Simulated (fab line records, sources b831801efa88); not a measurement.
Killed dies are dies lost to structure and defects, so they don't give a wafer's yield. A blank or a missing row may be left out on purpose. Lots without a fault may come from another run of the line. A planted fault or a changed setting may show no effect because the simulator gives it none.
One fault seen from 2 desks | flow gf180mcu | each desk has only its own numbers; what lay behind them comes last

THE TOOL OWNER'S DESK: plasma_asher-03
The tool's own readings at GF_V3_STRIP_18 (strips in O2/N2): means of the sampled wafers that have a number, for each lot that ran on this tool. A lot is out of limits, marked OUT, if its mean lies more than 4 standard deviations from the usual mean; the brackets give that distance.
Columns: A = chamber_pressure_mTorr at GF_V3_STRIP_18, usual 1500.2 mTorr; B = drypump_motor_current_A at GF_V3_STRIP_18, usual 6.17 A; C = heater_power_w at GF_V3_STRIP_18, usual 316 W; D = oes_product_au at GF_V3_STRIP_18, usual 0.594 a.u.
lot  | first seen here | A      | B    | C   | D
L195 | day 24 12:42    | 1499.5 | 6.48 | 295 | 0.597
L199 | day 25 22:35    | 1501.1 | 6.48 | 291 | 0.594
This desk's finding: nothing out of limits on any of the 2 lots.

THE METROLOGY DESK
What the gauges read, lot by lot, whatever tool the lot ran on: means of the sampled wafers that have a number. A lot is out of limits, marked OUT, if its mean lies more than 4 standard deviations from the usual mean; the brackets give that distance.
Columns: A = V3_CVD_00_THK at GF_V3_THK_MEAS_01, usual 601 nm
lot  | first seen here | A
L190 | day 21 10:25    | 606
L192 | day 22 07:03    | 607
L193 | day 22 22:10    | 594
L195 | day 23 13:43    | 595
L199 | day 24 21:15    | 601
L201 | day 25 14:47    | 604
L202 | day 25 22:17    | 602
L203 | day 26 07:14    | 602
L205 | day 26 23:53    | 600
L204 | day 27 00:08    | 593
L211 | day 28 16:56    | 597
L212 | day 28 18:51    | 609
This desk's finding: nothing out of limits on any of the 12 lots.

PUT TOGETHER
The tool owner's desk saw nothing out of limits.
The metrology desk saw nothing out of limits.

WHAT THE SIMULATOR HAD PUT IN
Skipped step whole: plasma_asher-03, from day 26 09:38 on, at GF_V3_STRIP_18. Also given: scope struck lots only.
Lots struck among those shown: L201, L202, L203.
